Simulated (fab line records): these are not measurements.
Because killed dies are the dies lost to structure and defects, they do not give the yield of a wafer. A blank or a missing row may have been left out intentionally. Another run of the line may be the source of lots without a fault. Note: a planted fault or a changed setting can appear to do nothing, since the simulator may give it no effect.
A struck lot beside a sound one | flow sky130 | 43 steps out of a route of 708
Sound: the wafers L768.4, L768.5, L768.6. Wafers L771.2, L771.5, L771.6 were the ones struck. The cause is named last.
Per side, at each step with rows, come the tool, then ch with its chambers, and then its first start. Under that, the readings that differ: sound wafers | struck wafers | difference of the means | sigmas: that difference in standard deviations of wafers without a fault.
alike: a reading whose means differ by less than 2 such deviations, as well as words and numbers matching on both sides. not compared: withheld readings; readings where some wafer has no value; bounds like >300 that might hide an equal value; numbers whose values overlap and for which the record gives no deviation.
The two part at a step that has a row with sigmas, a row that says differs or no value, or rows on one side only. Numbers that don't overlap but have no deviation are shown without sigmas and don't part them. A reading that every wafer of one side lacks parts them only if that side has two wafers or more.

first, 4 steps without rows for these wafers: SKY_LDD_LDN_SOFTBAKE_03 (time 60 s); SKY_LDD_LDN_EXPOSE_04 (exposes mask LDNTM, target cd 700 nm); SKY_LDD_LDN_PEB_05; SKY_LDD_LDN_DEVELOP_06 (develop time 60 s).
SKY_LDD_LDN_OVL_MEAS_07:
  sound on overlay-02, day 19 23:30; struck on overlay-02, day 20 19:44
  alike: LDD_LDN_OVL
then, 4 steps without rows for these wafers: SKY_LDD_LDN_IMPLANT_08; SKY_LDD_LDN_IMPLANT_09; SKY_LDD_LDN_IMPLANT_10; SKY_LDD_LDN_IMPLANT_11.
SKY_LDD_LDN_STRIP_12: strips in O2/N2.
  sound on plasmaAsher-04 ch 0,1, day 20 00:09; struck on plasmaAsher-03 ch 0,1, day 20 20:22
  alike: drypumpMotorCurrentA, o2FlowSccm, oesProductAu, stripTimeToEndpointS
  not compared: rfHoursCounterH
SKY_LDD_LDN_TW_MEAS_13:
  sound on filmMetro-01, day 20 00:15; struck on filmMetro-04, day 20 20:29
  alike: LDD_LDN_TW
then, 1 step without rows for these wafers: SKY_LDD_LDN_CLEAN_14 (cleans in SC1/SC2, time 150 s).
SKY_SPACER_CVD_00: deposits Si3N4 from DCS/NH3, target thk 43.1 nm, time 740 s.
  sound on lpcvd-02 ch 1, day 20 15:10; struck on lpcvd-02 ch 0, day 20 20:35
reading               | sound          | struck         | difference | sigmas
zonePowerLowerPct (%) | 11.1 11.2 11.0 | 13.5 13.3 13.5 | +2.3       | +2
  alike: spikeTcBottomC, spikeTcCentreC
SKY_SPACER_THK_MEAS_01:
  sound on filmMetro-03, day 20 16:28; struck on filmMetro-03, day 20 21:48
  alike: SPACER_CVD_00_THK
then, 9 steps without rows for these wafers: SKY_SPACER_ETCHBACK_02 (etches Si3N4 in CH3F/O2, stops on SiO2, time 46.7 s, target depth 45 nm); SKY_POLY_CUT_DEHYDRATE_00 (time 60 s); SKY_POLY_CUT_HMDS_01 (prime time 60 s); SKY_POLY_CUT_COAT_02 (resist thk 60 nm); SKY_POLY_CUT_COAT_03 (resist thk 450 nm); SKY_POLY_CUT_SOFTBAKE_04 (time 90 s); SKY_POLY_CUT_EXPOSE_05 (exposes mask NPCM, target cd 270 nm); SKY_POLY_CUT_PEB_06; SKY_POLY_CUT_DEVELOP_07 (develop time 60 s).
SKY_POLY_CUT_CD_MEAS_08: the cd target is 270 nm.
  sound on cdSem-02, day 21 22:55; struck on cdSem-01, day 22 02:58
  alike: cdNm
SKY_POLY_CUT_OVL_MEAS_09:
  sound on overlay-02, day 21 23:00; struck on overlay-01, day 22 03:04
  alike: POLY_CUT_OVL
SKY_POLY_CUT_ETCH_10: etches BARC in N2/H2, stops on SiO2, time 45.9 s, target depth 60 nm.
  sound on rieDiel-03 ch 1,2, day 21 23:01; struck on rieDiel-04 ch 0,1,2, day 22 03:05
  alike: drypumpMotorCurrentA, oesProductAu, rfFwdPowerW, throttleValvePct
  not compared: rfHoursCounterH
SKY_POLY_CUT_ETCH_11: etches Si3N4 in CF4/CH2F2/Ar, stops on poly-Si, time 42.5 s, target depth 60 nm.
  sound on rieDiel-03 ch 1,2, day 21 23:04; struck on rieDiel-04 ch 0,1,2, day 22 03:08
  alike: ch2f2FlowSccm, drypumpMotorCurrentA, oesProductAu, rfFwdPowerW, throttleValvePct
  not compared: rfHoursCounterH
SKY_POLY_CUT_STRIP_12: strips in O2/N2.
  sound on plasmaAsher-03 ch 0,1, day 21 23:08; struck on plasmaAsher-01 ch 0,1, day 22 03:10
reading                  | sound          | struck         | difference | sigmas
drypumpMotorCurrentA (A) | 6.16 5.82 6.15 | 5.26 5.26 6.04 | -0.52      | -2
  alike: o2FlowSccm, oesProductAu, stripTimeToEndpointS
  not compared: rfHoursCounterH
then, 7 steps without rows for these wafers: SKY_SD_P_DEHYDRATE_00 (time 60 s); SKY_SD_P_HMDS_01 (prime time 60 s); SKY_SD_P_COAT_02 (resist thk 1140 nm); SKY_SD_P_SOFTBAKE_03 (time 60 s); SKY_SD_P_EXPOSE_04 (exposes mask PSDM, target cd 380 nm); SKY_SD_P_PEB_05; SKY_SD_P_DEVELOP_06 (develop time 60 s).
SKY_SD_P_CD_MEAS_07: the cd target is 380 nm.
  sound on cdSem-02, day 23 04:46; struck on cdSem-02, day 23 07:17
  alike: cdNm
SKY_SD_P_OVL_MEAS_08:
  sound on overlay-01, day 23 04:51; struck on overlay-02, day 23 07:23
  alike: SD_P_OVL
then, 1 step without rows for these wafers: SKY_SD_P_IMPLANT_09.
SKY_SD_P_STRIP_10: strips in O2/N2.
  sound on plasmaAsher-01 ch 0,1, day 23 05:03; struck on plasmaAsher-01 ch 0,1, day 23 07:34
  alike: drypumpMotorCurrentA, o2FlowSccm, oesProductAu, stripTimeToEndpointS
  not compared: rfHoursCounterH
SKY_SD_P_TW_MEAS_11:
  sound on filmMetro-02, day 23 05:09; struck on filmMetro-04, day 23 07:41
  alike: SD_P_TW
then, 2 steps without rows for these wafers: SKY_RES_XHIGH_DEHYDRATE_00 (time 60 s); SKY_RES_XHIGH_HMDS_01 (prime time 60 s).
-- a jump in the record: the struck wafers' starts before and after are 21 days apart (it breaks off in module RES_XHIGH and resumes in module PAD_OPEN, where the first step shown is number 708 of the route) --
SKY_PAD_OPEN_PROBE_99:
  only the struck wafers here have rows in the record (prober-02, day 44 10:58); the sound ones have none

== WHERE THEY PART ==
First at SKY_SPACER_CVD_00; last, within this record, at SKY_PAD_OPEN_PROBE_99.

WHY: what had been put in by the simulator
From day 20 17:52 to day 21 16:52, lpcvd-02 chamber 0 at SKY_SPACER_CVD_00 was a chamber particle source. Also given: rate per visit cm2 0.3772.
